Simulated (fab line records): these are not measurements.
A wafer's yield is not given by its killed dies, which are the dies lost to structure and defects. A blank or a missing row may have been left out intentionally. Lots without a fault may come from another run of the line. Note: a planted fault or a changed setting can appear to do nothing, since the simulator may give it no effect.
One fault through the eyes of 2 desks    flow gf180mcu    only its own numbers are on each desk; what lay behind them is given at the end

== DESK OF THE TOOL OWNER: cmp-02 ==
The tool's own readings at GF_CONTACT_CMP_04 (polishes SiO2): means of the sampled wafers that have a number, for each lot that ran on this tool. Any lot whose mean is over 4 standard deviations away from the usual mean is out of limits and marked OUT; that distance is given in the brackets.
Columns: A = motor_current_A at GF_CONTACT_CMP_04, usual 11.7 A; B = time_to_endpoint_s at GF_CONTACT_CMP_04, usual 109 s
lot   first seen here  A     B
L319  day 14 22:22     11.3  110
L321  day 15 20:07     12.3  114
L323  day 16 06:30     11.5  113
L325  day 17 04:49     11.8  109
L327  day 17 23:21     12.2  110
L328  day 18 09:30     11.2  106
L330  day 19 05:58     10.5  101
L331  day 19 10:12     11.8  112
L332  day 20 03:24     11.1  116
L335  day 21 03:34     11.7  120
L336  day 21 11:34     11.8  110
Finding of this desk: none of the 11 lots has anything out of limits.

== FROM THE METROLOGY DESK ==
Means of the sampled wafers that have a number, per lot and without regard to the tool the lot ran on: this is what the gauges read. Any lot whose mean is over 4 standard deviations away from the usual mean is out of limits and marked OUT; that distance is given in the brackets.
Columns: A = NSD_RS at GF_PSD_RS_MEAS_14, usual 46.14 ohm/sq; B = CONTACT_BOW at GF_CONTACT_BOW_MEAS_05, usual 65 um; C = CONTACT_OVL at GF_CONTACT_OVL_MEAS_15, usual -1 nm
lot   first seen here  A      B   C
L319  day 13 23:53     46.30  66  1
L321  day 14 21:04     46.23  60  1
L323  day 15 07:53     46.08  53  -4
L325  day 16 04:35     46.20  67  -1
L327  day 16 23:17     46.06  65  -5
L328  day 17 08:46     46.13  69  -7
L330  day 18 04:26     46.10  71  -1
L331  day 18 08:29     46.11  64  -8
L332  day 19 02:08     46.18  70  3
L333  day 19 11:46     46.30  61  6
L335  day 20 02:13     46.20  62  3
L336  day 20 10:05     46.12  60  12
L338  day 21 04:05     46.15  70  2
Finding of this desk: none of the 13 lots has anything out of limits.

== TAKEN TOGETHER ==
The tool owner's desk saw nothing out of limits.
The metrology desk saw nothing out of limits.

== WHAT THE SIMULATOR HAD PUT IN ==
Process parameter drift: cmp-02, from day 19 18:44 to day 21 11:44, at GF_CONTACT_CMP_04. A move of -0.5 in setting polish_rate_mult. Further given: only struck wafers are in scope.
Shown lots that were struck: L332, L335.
